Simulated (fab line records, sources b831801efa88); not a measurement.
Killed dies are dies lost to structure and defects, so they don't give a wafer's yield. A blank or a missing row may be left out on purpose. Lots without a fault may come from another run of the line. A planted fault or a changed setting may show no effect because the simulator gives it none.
Chamber matching | flow gf180mcu | GF_CONTACT_ETCH_16 on rie_diel-01: 4 sister chambers
The step etches BARC in N2/H2. 27 wafers are shown with their chamber, then 12 later ones without.

WAFERS WITH THEIR CHAMBER
wafer  | chamber | drypump_motor_current_A (A) | chamber_pressure_mTorr (mTorr) | oes_product_au (a.u.)
L077.1 | 0       | 5.8                         | 30.041                         | 0.860
L077.2 | 3       | 6.0                         | 29.960                         | 0.854
L077.3 | 2       | 4.9                         | 29.987                         | 0.854
L079.2 | 1       | 5.2                         | 30.011                         | 0.858
L079.4 | 0       | 5.9                         | 30.020                         | 0.861
L079.6 | 0       | 5.8                         | 30.014                         | 0.845
L080.1 | 0       | 5.9                         | 29.979                         | 0.853
L080.2 | 1       | 5.2                         | 30.014                         | 0.853
L080.3 | 3       | 6.0                         | 29.967                         | 0.850
L081.1 | 2       | 4.9                         | 30.035                         | 0.856
L081.3 | 1       | 5.2                         | 30.005                         | 0.850
L081.5 | 1       | 5.2                         | 29.981                         | 0.851
L083.2 | 2       | 4.9                         | 29.993                         | 0.848
L083.3 | 3       | 6.0                         | 29.993                         | 0.855
L083.4 | 1       | 5.2                         | 30.022                         | 0.848
L084.3 | 2       | 4.9                         | 30.004                         | 0.862
L084.5 | 0       | 5.8                         | 30.013                         | 0.844
L084.6 | 1       | 5.2                         | 30.023                         | 0.854
L085.1 | 0       | 5.8                         | 30.022                         | 0.847
L085.4 | 3       | 6.0                         | 30.003                         | 0.859
L085.6 | 3       | 6.0                         | 29.976                         | 0.847
L086.2 | 3       | 5.9                         | 29.978                         | 0.857
L086.4 | 2       | 4.9                         | 30.010                         | 0.852
L086.5 | 3       | 5.9                         | 30.003                         | 0.853
L091.1 | 0       | 5.8                         | 29.995                         | 0.850
L091.2 | 3       | 6.0                         | 30.021                         | 0.851
L091.3 | 1       | 5.2                         | 29.969                         | 0.849

SIGNATURES (means of the wafers above)
reading                 | chamber 0 | chamber 1 | chamber 2 | chamber 3 | scatter within a chamber
drypump_motor_current_A | 5.829     | 5.200     | 4.900     | 5.975     | 0.0357
chamber_pressure_mTorr  | 30.01200  | 30.00357  | 30.00580  | 29.98763  | 0.0202
oes_product_au          | 0.85143   | 0.85186   | 0.85440   | 0.85325   | 0.00498
Rule: a wafer's distance from a chamber is the root of the sum, over the readings, of the square of ((its reading less the chamber's mean) divided by the reading's scatter). The wafer belongs to the nearest chamber; if the next one is less than 2 further off, it can't be placed. The scatter: the root of (the sum of the squares of (reading less its chamber's mean) over the shown wafers, divided by (wafers less chambers)).

WAFERS WITHOUT THEIR CHAMBER
wafer  | drypump_motor_current_A (A) | chamber_pressure_mTorr (mTorr) | oes_product_au (a.u.)
L093.2 | 5.2                         | 29.976                         | 0.854
L093.3 | 5.8                         | 29.986                         | 0.854
L093.6 | 6.0                         | 30.002                         | 0.853
L094.3 | 6.0                         | 30.003                         | 0.847
L094.4 | 5.8                         | 30.025                         | 0.845
L094.6 | 5.9                         | 29.962                         | 0.862
L095.1 | 6.0                         | 30.000                         | 0.853
L095.2 | 5.8                         | 29.971                         | 0.847
L095.3 | 4.8                         | 30.029                         | 0.849
L097.2 | 6.0                         | 29.992                         | 0.854
L097.4 | 5.2                         | 29.999                         | 0.853
L097.6 | 4.9                         | 30.015                         | 0.844

WHICH CHAMBER EACH WENT THROUGH
wafer  | from the rows above     | in truth
L093.2 | 1                       | 1
L093.3 | 0                       | 0
L093.6 | 3                       | 3
L094.3 | 3                       | 3
L094.4 | 0                       | 0
L094.6 | can't be placed: 3 or 0 | 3
L095.1 | 3                       | 3
L095.2 | 0                       | 0
L095.3 | 2                       | 2
L097.2 | 3                       | 3
L097.4 | 1                       | 1
L097.6 | 2                       | 2
Placed correctly: 11 of 12. Can't be placed from these rows: 1 (the true chamber is among the candidates in 1). Placed wrongly: 0.
